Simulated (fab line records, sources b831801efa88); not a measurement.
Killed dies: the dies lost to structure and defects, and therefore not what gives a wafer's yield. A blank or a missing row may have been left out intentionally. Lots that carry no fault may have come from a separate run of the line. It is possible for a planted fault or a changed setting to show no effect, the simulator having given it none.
One fault through the eyes of 2 desks	flow sky130	what lay behind the numbers comes last; until then each desk has only its own

## AT THE METROLOGY DESK
Means of the sampled wafers that have a number, per lot and without regard to the tool the lot ran on: this is what the gauges read. If a lot's mean is further than 4 standard deviations from the usual mean, the lot is out of limits and carries the mark OUT (the distance appears in the brackets).
Columns: A = METAL4_OVL at SKY_METAL4_OVL_MEAS_14, usual -3 nm; B = VIA4_W_RS at SKY_VIA4_RS_MEAS_19, usual 0.2274 ohm/sq; C = PASSIVATION_CVD_00_THK at SKY_PASSIVATION_THK_MEAS_01, usual 90.2 nm
lot	first seen here	A	B	C
L471	day 41 18:07	-5	0.2284	90.3
L472	day 41 20:25	-3	0.2305	90.1
L473	day 42 12:17	0	0.2298	89.8
L474	day 42 22:43	3	0.2276	89.9
L476	day 43 11:36	1	0.2306	90.6
L478	day 44 07:49	-2	0.2281	89.5
L480	day 44 14:28	-2	0.2277	149.8 (+54) OUT
L484	day 45 14:13	-11	0.2267	149.2 (+54) OUT
L485	day 46 03:49	-5	0.2263	91.1
L488	day 46 12:43	-1	0.2263	90.6
L493	day 47 20:53	-8	0.2298	90.5
This desk finds L480, L484 out of limits, with the earliest case on L480 at day 46 12:53 (PASSIVATION_CVD_00_THK at SKY_PASSIVATION_THK_MEAS_01). L471, L472, L473, L474, L476, L478, L485, L488, L493 stayed within limits.

## AT THE TOOL OWNER'S DESK: pecvd-01
The tool's own readings at SKY_PASSIVATION_CVD_00 (deposits SiO2, target thk 90 nm): means of the sampled wafers that have a number, for each lot that ran on this tool. If a lot's mean is further than 4 standard deviations from the usual mean, the lot is out of limits and carries the mark OUT (the distance appears in the brackets).
Columns: A = heaterPowerW at SKY_PASSIVATION_CVD_00, usual 664 W
lot	first seen here	A
L474	day 44 23:37	579
L476	day 45 11:34	569
L480	day 46 12:50	483
L484	day 47 11:16	574
Finding of this desk: none of the 4 lots has anything out of limits.

## PUT TOGETHER
The metrology desk could have raised an alarm at day 46 12:53, on L480, L484.
The desk of the tool owner found nothing out of limits.
Tool owner's desk: L480, L484 on record, inside its limits.
All the named lots went through SKY_PASSIVATION_CVD_00 on pecvd-01.

## WHAT THE SIMULATOR HAD PUT IN
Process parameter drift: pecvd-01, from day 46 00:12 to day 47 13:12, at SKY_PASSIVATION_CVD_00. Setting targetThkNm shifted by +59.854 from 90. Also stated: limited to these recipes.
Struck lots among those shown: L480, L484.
Delay in hours, fault start to first out-of-limits reading, per desk: metrology desk 13.
